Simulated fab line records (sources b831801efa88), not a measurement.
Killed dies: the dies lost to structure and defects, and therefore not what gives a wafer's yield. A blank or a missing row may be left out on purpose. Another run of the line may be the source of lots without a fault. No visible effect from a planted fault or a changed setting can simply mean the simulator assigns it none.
Chamber matching || flow gf180mcu || GF_M5_ETCH_09 on rie diel-01 has 4 sister chambers
The step etches Si3N4 in CF4/O2, target depth 52 nm, time 11.6 s. 16 wafers are shown with their chamber, then 8 later ones without.

## WAFERS, EACH WITH ITS CHAMBER
{"wafer": "L074.4", "chamber": 2, "throttle valve pct (%)": 5.969, "oes product au (a.u.)": 1.014, "cf4 flow sccm (sccm)": 80.20}
{"wafer": "L074.5", "chamber": 2, "throttle valve pct (%)": 5.980, "oes product au (a.u.)": 1.010, "cf4 flow sccm (sccm)": 80.39}
{"wafer": "L074.6", "chamber": 3, "throttle valve pct (%)": 5.970, "oes product au (a.u.)": 1.006, "cf4 flow sccm (sccm)": 80.37}
{"wafer": "L076.2", "chamber": 2, "throttle valve pct (%)": 5.980, "oes product au (a.u.)": 1.018, "cf4 flow sccm (sccm)": 79.83}
{"wafer": "L076.3", "chamber": 1, "throttle valve pct (%)": 5.958, "oes product au (a.u.)": 1.004, "cf4 flow sccm (sccm)": 79.70}
{"wafer": "L076.4", "chamber": 3, "throttle valve pct (%)": 5.968, "oes product au (a.u.)": 0.989, "cf4 flow sccm (sccm)": 80.52}
{"wafer": "L077.1", "chamber": 1, "throttle valve pct (%)": 5.986, "oes product au (a.u.)": 1.007, "cf4 flow sccm (sccm)": 80.39}
{"wafer": "L077.2", "chamber": 3, "throttle valve pct (%)": 5.965, "oes product au (a.u.)": 1.001, "cf4 flow sccm (sccm)": 79.80}
{"wafer": "L077.6", "chamber": 1, "throttle valve pct (%)": 5.972, "oes product au (a.u.)": 1.005, "cf4 flow sccm (sccm)": 80.07}
{"wafer": "L081.3", "chamber": 0, "throttle valve pct (%)": 5.982, "oes product au (a.u.)": 1.016, "cf4 flow sccm (sccm)": 79.96}
{"wafer": "L081.5", "chamber": 0, "throttle valve pct (%)": 5.966, "oes product au (a.u.)": 1.005, "cf4 flow sccm (sccm)": 79.66}
{"wafer": "L081.6", "chamber": 1, "throttle valve pct (%)": 5.973, "oes product au (a.u.)": 1.010, "cf4 flow sccm (sccm)": 80.45}
{"wafer": "L083.1", "chamber": 0, "throttle valve pct (%)": 5.973, "oes product au (a.u.)": 0.993, "cf4 flow sccm (sccm)": 79.96}
{"wafer": "L083.3", "chamber": 3, "throttle valve pct (%)": 5.947, "oes product au (a.u.)": 1.005, "cf4 flow sccm (sccm)": 79.99}
{"wafer": "L083.4", "chamber": 0, "throttle valve pct (%)": 5.973, "oes product au (a.u.)": 1.009, "cf4 flow sccm (sccm)": 80.05}
{"wafer": "L084.1", "chamber": 2, "throttle valve pct (%)": 5.980, "oes product au (a.u.)": 1.004, "cf4 flow sccm (sccm)": 80.04}

SIGNATURES, as means of the wafers listed above
{"reading": "throttle valve pct", "chamber 0": 5.97350, "chamber 1": 5.97225, "chamber 2": 5.97725, "chamber 3": 5.96250, "scatter within a chamber": 0.00888}
{"reading": "oes product au", "chamber 0": 1.00575, "chamber 1": 1.00650, "chamber 2": 1.01150, "chamber 3": 1.00025, "scatter within a chamber": 0.00701}
{"reading": "cf4 flow sccm", "chamber 0": 79.9075, "chamber 1": 80.1525, "chamber 2": 80.1150, "chamber 3": 80.1700, "scatter within a chamber": 0.281}
Rule: distance of a wafer from a chamber = root of the sum over the readings of ((wafer's reading minus chamber's mean) / reading's scatter) squared. If the next closest chamber is less than 2 further off than the closest, the wafer can't be placed; otherwise it belongs to the closest. How the scatter is found: for the shown wafers, subtract from each reading the mean of its chamber, square and add these, divide the total by (wafers less chambers), then take the root.

## WAFERS WHOSE CHAMBER IS MISSING
{"wafer": "L084.3", "throttle valve pct (%)": 5.977, "oes product au (a.u.)": 0.993, "cf4 flow sccm (sccm)": 79.96}
{"wafer": "L084.5", "throttle valve pct (%)": 5.960, "oes product au (a.u.)": 1.009, "cf4 flow sccm (sccm)": 79.76}
{"wafer": "L088.2", "throttle valve pct (%)": 5.976, "oes product au (a.u.)": 1.001, "cf4 flow sccm (sccm)": 80.09}
{"wafer": "L088.3", "throttle valve pct (%)": 5.963, "oes product au (a.u.)": 1.013, "cf4 flow sccm (sccm)": 80.03}
{"wafer": "L088.5", "throttle valve pct (%)": 5.972, "oes product au (a.u.)": 1.009, "cf4 flow sccm (sccm)": 80.00}
{"wafer": "L095.1", "throttle valve pct (%)": 5.971, "oes product au (a.u.)": 1.010, "cf4 flow sccm (sccm)": 80.46}
{"wafer": "L095.2", "throttle valve pct (%)": 5.978, "oes product au (a.u.)": 1.002, "cf4 flow sccm (sccm)": 79.36}
{"wafer": "L095.3", "throttle valve pct (%)": 5.987, "oes product au (a.u.)": 1.001, "cf4 flow sccm (sccm)": 79.95}

## WHICH CHAMBER EACH ONE RAN IN
{"wafer": "L084.3", "from the rows above": "can't be placed: 0 or 3 or 1 or 2", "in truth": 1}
{"wafer": "L084.5", "from the rows above": "can't be placed: 0 or 3 or 1 or 2", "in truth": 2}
{"wafer": "L088.2", "from the rows above": "can't be placed: 1 or 0 or 2 or 3", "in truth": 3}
{"wafer": "L088.3", "from the rows above": "can't be placed: 1 or 0 or 2 or 3", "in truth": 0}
{"wafer": "L088.5", "from the rows above": "can't be placed: 0 or 1 or 2 or 3", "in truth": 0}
{"wafer": "L095.1", "from the rows above": "can't be placed: 1 or 2 or 3 or 0", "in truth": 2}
{"wafer": "L095.2", "from the rows above": "can't be placed: 0 or 1 or 2 or 3", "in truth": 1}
{"wafer": "L095.3", "from the rows above": "can't be placed: 0 or 2 or 1 or 3", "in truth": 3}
0 of 8 placed correctly. These rows do not allow placing 8 (true chamber among the candidates in 8). Placed wrongly: 0.
